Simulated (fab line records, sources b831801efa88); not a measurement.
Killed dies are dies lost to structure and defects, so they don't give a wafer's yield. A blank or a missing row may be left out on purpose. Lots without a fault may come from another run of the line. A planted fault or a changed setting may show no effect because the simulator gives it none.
Problem report in the 8D (eight disciplines) form, filled by code | flow sky130 | the parts of the form that need people (team, actions taken, sign-off) are left out

1. THE PROBLEM
VIA2_HDPCVD_THK at SKY_VIA2_THK_MEAS_01 reads a mean of 1311 nm on 6 wafers of 2 lots; wafers without a fault read 1185 nm with a standard deviation of 13. That is +9.7 standard deviations from the usual mean.
First seen on wafer L223.1, day 39 20:47, on film_metro-03. The record holds 33 wafers of 11 lots with a number at this step. Rule for "out", or "out of limits": more than 4 standard deviations from the usual mean. The other wafers with a number count as sound.

2. WHAT IT IS AND WHAT IT IS NOT
question                    | is                           | is not
which readings at this step | VIA2_HDPCVD_THK              | -
which lots                  | L223, L224                   | L209, L212, L213, L215, L216, L217, L221, L229, L230
which wafers of those lots  | all that have a number       | -
read on which gauges        | film_metro-01, film_metro-03 | film_metro-02
when                        | from day 39 20:47            | up to then (21 sound wafers); but 6 sound wafers of L229, L230 came after

3. SUSPECTS, AND WHAT RULES EACH OUT
Counting: a tool at a process step up to the reading stays a suspect if it ran every lot that is out and no sound lot after the first of them.
- the gauge at SKY_VIA2_THK_MEAS_01: ruled out. The wafers that are out were read on 2 gauges (film_metro-01, film_metro-03).
- plasma_asher-04 at SKY_CONTACT_STRIP_19 (strips in O2/N2): kept. It ran every lot that is out, first L223 (day 36 08:13), and no sound lot after that; its last sound lot up to then is L213 (day 33 01:57).
- cvd_w-01 at SKY_VIA1_CVD_21 (deposits W, target thk 270 nm, time 80.902 s): ruled out as a lasting fault. Sound lots L229, L230 ran on it after its first lot that is out, L223 (day 38 17:16).
- hdpcvd-01 at SKY_VIA2_HDPCVD_00 (deposits SiO2, target thk 1180 nm, time 196.7 s): kept. It ran every lot that is out, first L223 (day 39 20:39), and no sound lot after that; its last sound lot up to then is L221 (day 39 12:44). Its own readings are out on those wafers: run_length_s.
Left after counting: plasma_asher-04 at SKY_CONTACT_STRIP_19, hdpcvd-01 at SKY_VIA2_HDPCVD_00.

4. THE CAUSE (what the simulator had put in)
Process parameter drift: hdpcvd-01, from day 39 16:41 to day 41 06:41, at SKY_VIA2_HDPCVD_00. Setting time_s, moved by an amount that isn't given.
Counting left 2 suspects, and this tool is among them.

5. THE CHAIN OF EFFECTS, in route order
Each row: a reading whose mean over the struck wafers that have a number lies more than 3 standard deviations from the usual. Only readings for which the record gives a usual standard deviation are gone through. hours: the time from each lot's start at the first step in this table that gives one to its start at this step, as a median over the lots. sigmas: the change in usual standard deviations.
hours | step                 | reading         | usual   | on struck wafers | change | sigmas
0     | SKY_VIA2_HDPCVD_00   | run_length_s    | 224.5 s | 243.9            | +19.4  | +39
0     | SKY_VIA2_THK_MEAS_01 | VIA2_HDPCVD_THK | 1185 nm | 1311             | +126   | +9.7
The process steps in it:
- SKY_VIA2_HDPCVD_00: deposits SiO2, target thk 1180 nm, time 196.7 s.
Later measuring or inspecting steps at which every struck wafer that the step has a row for has a number for every such reading, and none has moved that far: SKY_VIA2_THK_MEAS_23.

6. WHAT WOULD HAVE CAUGHT IT SOONER
In this record the first reading out of limits at a measuring or inspecting step was taken at day 39 20:47, 4 hours after the fault began at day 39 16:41.
The tool's own readings at SKY_VIA2_HDPCVD_00 were out on every struck wafer that the step has a row for (run_length_s): an alarm limit on them would have fired on the first of those.
Of the lots that are out (2), L224 began SKY_VIA2_HDPCVD_00 on hdpcvd-01 after day 39 20:47. A hold on the tool at that time would have spared it.
